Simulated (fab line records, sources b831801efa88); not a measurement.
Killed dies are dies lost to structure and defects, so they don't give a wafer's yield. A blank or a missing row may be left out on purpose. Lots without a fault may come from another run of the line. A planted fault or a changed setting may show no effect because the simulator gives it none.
Problem report in the 8D (eight disciplines) form, filled by code | flow gf180mcu | the parts of the form that need people (team, actions taken, sign-off) are left out

1. THE PROBLEM
NWELL_TW at GF_NWELL_TW_MEAS_11 reads a mean of 1752 on 6 wafers of 2 lots; wafers without a fault read 1573 with a standard deviation of 7.3. That is +25 standard deviations from the usual mean.
First seen on wafer L466.2, day 5 04:42, on film_metro-01. The record holds 39 wafers of 13 lots with a number at this step. Rule for "out", or "out of limits": more than 4 standard deviations from the usual mean. The other wafers with a number count as sound.

2. WHAT IT IS AND WHAT IT IS NOT
question                    | is                     | is not
which readings at this step | NWELL_TW               | -
which lots                  | L466, L471             | L458, L461, L462, L463, L464, L465, L467, L474, L476, L478, L481
which wafers of those lots  | all that have a number | -
read on which gauges        | film_metro-01          | film_metro-02, film_metro-03
when                        | from day 5 04:42       | up to then (18 sound wafers); but 15 sound wafers of L467, L474, L476, L478, L481 came after

3. SUSPECTS, AND WHAT RULES EACH OUT
Counting: a tool at a process step up to the reading stays a suspect if it ran every lot that is out and no sound lot after the first of them.
- the gauge at GF_NWELL_TW_MEAS_11: ruled out. All the wafers that are out were read on film_metro-01, but those of them that GF_NWELL_IMPLANT_08 has rows for are out there too, on other tools.
- implanter-04 at GF_NWELL_IMPLANT_08: ruled out as a lasting fault. Sound lots L481 ran on it after its first lot that is out, L466 (day 5 04:19).
Left after counting: nothing in the record.

4. THE CAUSE (what the simulator had put in)
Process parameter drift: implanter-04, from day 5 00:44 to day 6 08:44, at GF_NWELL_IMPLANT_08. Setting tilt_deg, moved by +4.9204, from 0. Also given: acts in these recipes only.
Counting ruled it out, wrongly: the rule takes a fault to strike every lot that its tool runs from its start on, and this one did not.

5. THE CHAIN OF EFFECTS, in route order
Each row: a reading whose mean over the struck wafers that have a number lies more than 3 standard deviations from the usual. Only readings for which the record gives a usual standard deviation are gone through. hours: the time from each lot's start at the first step in this table that gives one to its start at this step, as a median over the lots. sigmas: the change in usual standard deviations.
hours | step                     | reading  | usual         | on struck wafers | change | sigmas
0     | GF_NWELL_IMPLANT_08      | tilt_deg | 0.000 degrees | 4.922            | +4.922 | +99 or more
0     | GF_NWELL_TW_MEAS_11      | NWELL_TW | 1573          | 1752             | +179   | +25
114   | GF_VT_IMPLANT_RS_MEAS_47 | NWELL_RS | 488.3 ohm/sq  | 647.5            | +159.2 | +99 or more
The process steps in it:
- GF_NWELL_IMPLANT_08

6. WHAT WOULD HAVE CAUGHT IT SOONER
In this record the first reading out of limits at a measuring or inspecting step was taken at day 5 04:42, 4 hours after the fault began at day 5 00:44.
The tool's own readings at GF_NWELL_IMPLANT_08 were out on every struck wafer that the step has a row for (tilt_deg): an alarm limit on them would have fired on the first of those.
